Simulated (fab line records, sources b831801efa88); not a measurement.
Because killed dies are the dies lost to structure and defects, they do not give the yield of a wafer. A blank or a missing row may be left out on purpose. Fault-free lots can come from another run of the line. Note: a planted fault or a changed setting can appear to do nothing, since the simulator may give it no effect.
Which of the tools did it?	flow sky130	30 wafers from 10 lots sampled at 5 of the route's 708 steps

## WHAT THE GAUGES READ, wafer by wafer
SKY_VIA2_THK_MEAS_01. Usual: VIA2_HDPCVD_THK typically reads 1178 nm, with standard deviation 11.
lot	measured	on	VIA2_HDPCVD_THK (nm)	flag
L402	day 34 00:49	film-metro-03	1193 1196 1181	
L403	day 35 03:22	film-metro-01	1199 1197 1191	
L404	day 35 21:07	film-metro-03	1172 1179 1182	
L405	day 36 17:34	film-metro-03	1175 1192 1173	
L406	day 36 19:28	film-metro-03	1170 1179 1182	
L407	day 37 00:40	film-metro-04	1155 1156 1158	
L408	day 37 07:29	film-metro-04	1167 1151 1163	
L418	day 40 20:08	film-metro-01	1186 1175 1178	
L416	day 41 01:07	film-metro-01	1183 1173 432	OFF
L424	day 42 16:16	film-metro-01	1174 1186 1161	

SKY_VIA2_OVL_MEAS_13. Usual: VIA2_OVL typically reads 0 nm, with standard deviation 4.7.
lot	measured	on	VIA2_OVL (nm)	flag
L402	day 34 23:43	overlay-02	6 3 3	
L403	day 36 04:54	overlay-02	-1 -1 -1	
L404	day 36 23:38	overlay-01	3 -3 -2	
L405	day 37 20:07	overlay-02	1 9 4	
L406	day 37 21:35	overlay-01	-3 1 0	
L407	day 38 03:02	overlay-01	1 7 3	
L408	day 38 08:08	overlay-02	-4 -1 -1	
L418	day 41 21:01	overlay-01	-8 -6 1	
L416	day 42 02:02	overlay-01	-5 -13 -6	
L424	day 43 16:16	overlay-02	8 10 6	

## WHAT TOOL EACH LOT RAN ON (gives the tool, then ch and the chambers of the sampled wafers, and finally the start)
lot	SKY_METAL2_DESCUM_17	SKY_METAL2_ETCH_18	SKY_VIA2_HDPCVD_00
L402	rie-metal-02 ch 0,1, day 33 23:55	rie-metal-02 ch 0,1, day 33 23:56	hdpcvd-02 ch 0,1, day 34 00:41
L403	rie-metal-01 ch 0,1, day 35 02:25	rie-metal-01 ch 0,1, day 35 02:26	hdpcvd-01 ch 0,2, day 35 03:14
L404	rie-metal-04 ch 0,1, day 35 20:10	rie-metal-04 ch 0,1, day 35 20:11	hdpcvd-01 ch 0,1,2, day 35 20:58
L405	rie-metal-01 ch 0,1, day 36 16:37	rie-metal-01 ch 0,1, day 36 16:39	hdpcvd-02 ch 0,1,2, day 36 17:26
L406	rie-metal-02 ch 1, day 36 18:31	rie-metal-02 ch 1, day 36 18:32	hdpcvd-02 ch 0,2, day 36 19:19
L407	rie-metal-04 ch 0,1, day 36 23:44	rie-metal-04 ch 0,1, day 36 23:46	hdpcvd-02 ch 0,1,2, day 37 00:32
L408	rie-metal-02 ch 0,1, day 37 06:31	rie-metal-02 ch 0,1, day 37 06:33	hdpcvd-02 ch 0,1, day 37 07:18
L418	rie-metal-04 ch 0,1, day 40 19:08	rie-metal-04 ch 0,1, day 40 19:10	hdpcvd-01 ch 0,1,2, day 40 20:00
L416	rie-metal-04 ch 0,1, day 41 00:13	rie-metal-04 ch 0,1, day 41 00:14	hdpcvd-01 ch 0,1, day 41 01:00
L424	rie-metal-01 ch 0,1, day 42 15:22	rie-metal-01 ch 0,1, day 42 15:24	hdpcvd-02 ch 1,2, day 42 16:09
- SKY_METAL2_DESCUM_17: chemistry O2, time 8 s.
- SKY_METAL2_ETCH_18: etches BARC in N2/H2, stops on SiO2, time 45.9 s, target depth 60 nm.
- SKY_VIA2_HDPCVD_00: deposits SiO2, target thk 1180 nm, time 196.7 s.

## AS READ BY THE TOOLS THEMSELVES (means over the sampled wafers that have a number; for cases with no such wafer, the mark the record gives instead)
SKY_METAL2_DESCUM_17. Usual: drypump-motor-current-A 5.7 A, standard deviation 0.42; oes-product-au 1.002 a.u., standard deviation 0.006.
lot	tool	drypump-motor-current-A (A)	oes-product-au (a.u.)	flag
L402	rie-metal-02	5.3	0.997	
L403	rie-metal-01	5.6	1.005	
L404	rie-metal-04	5.7	1.007	
L405	rie-metal-01	5.6	1.000	
L406	rie-metal-02	5.1	0.995	
L407	rie-metal-04	5.9	1.003	
L408	rie-metal-02	5.3	0.995	
L418	rie-metal-04	5.8	1.004	
L416	rie-metal-04	5.7	1.004	
L424	rie-metal-01	5.6	1.002	

SKY_METAL2_ETCH_18. Usual: drypump-motor-current-A 5.7 A, standard deviation 0.42; oes-product-au 0.855 a.u., standard deviation 0.0045; throttle-valve-pct 13.225 %, standard deviation 0.0086.
lot	tool	drypump-motor-current-A (A)	oes-product-au (a.u.)	throttle-valve-pct (%)	flag
L402	rie-metal-02	5.3	0.859	13.222	
L403	rie-metal-01	5.6	0.853	13.220	
L404	rie-metal-04	5.7	0.854	13.225	
L405	rie-metal-01	5.6	0.857	13.227	
L406	rie-metal-02	5.1	0.860	13.231	
L407	rie-metal-04	5.9	0.855	13.221	
L408	rie-metal-02	5.3	0.855	13.226	
L418	rie-metal-04	5.9	0.858	13.224	
L416	rie-metal-04	5.8	0.856	13.225	
L424	rie-metal-01	5.6	0.857	13.220	

SKY_VIA2_HDPCVD_00. Usual: sih4-flow-sccm 60.01 sccm, standard deviation 0.18; susceptor-temp-C 400.01 C, standard deviation 0.24.
lot	tool	sih4-flow-sccm (sccm)	susceptor-temp-C (C)	flag
L402	hdpcvd-02	60.16	400.11	
L403	hdpcvd-01	60.00	400.03	
L404	hdpcvd-01	60.07	400.03	
L405	hdpcvd-02	59.93	399.96	
L406	hdpcvd-02	60.16	400.01	
L407	hdpcvd-02	59.96	399.99	
L408	hdpcvd-02	60.10	400.17	
L418	hdpcvd-01	60.04	400.03	
L416	hdpcvd-01	59.95	399.91	
L424	hdpcvd-02	59.86	400.00	

## THE ANSWER, worked out from the rows above alone
Rule: a lot counts as off when the mean over its wafers that have a number is more than 3 standard deviations away from the usual mean. A lot without any number at a reading at which 4 lots or more have one is off too. The other lots that the step has rows for count as sound. The gauges are gone through in route order, then the tools' own readings, and for those a lot's mean is taken as printed above. At the first step where some lot is off, the reading lying furthest off is the one used; lots without a number count as furthest.
Off: at SKY_VIA2_THK_MEAS_01 (VIA2_HDPCVD_THK), L416.
If a tool, at a process step before that reading, ran all the lots that are off and no sound lot after the first of them, it fits. The gauges at SKY_VIA2_THK_MEAS_01 are tried like those tools. 2 tools fit, rie-metal-04 at SKY_METAL2_DESCUM_17 and SKY_METAL2_ETCH_18 and hdpcvd-01 at SKY_VIA2_HDPCVD_00, so this cannot tell which one it is.

## WHAT HAD BEEN PUT IN BY THE SIMULATOR
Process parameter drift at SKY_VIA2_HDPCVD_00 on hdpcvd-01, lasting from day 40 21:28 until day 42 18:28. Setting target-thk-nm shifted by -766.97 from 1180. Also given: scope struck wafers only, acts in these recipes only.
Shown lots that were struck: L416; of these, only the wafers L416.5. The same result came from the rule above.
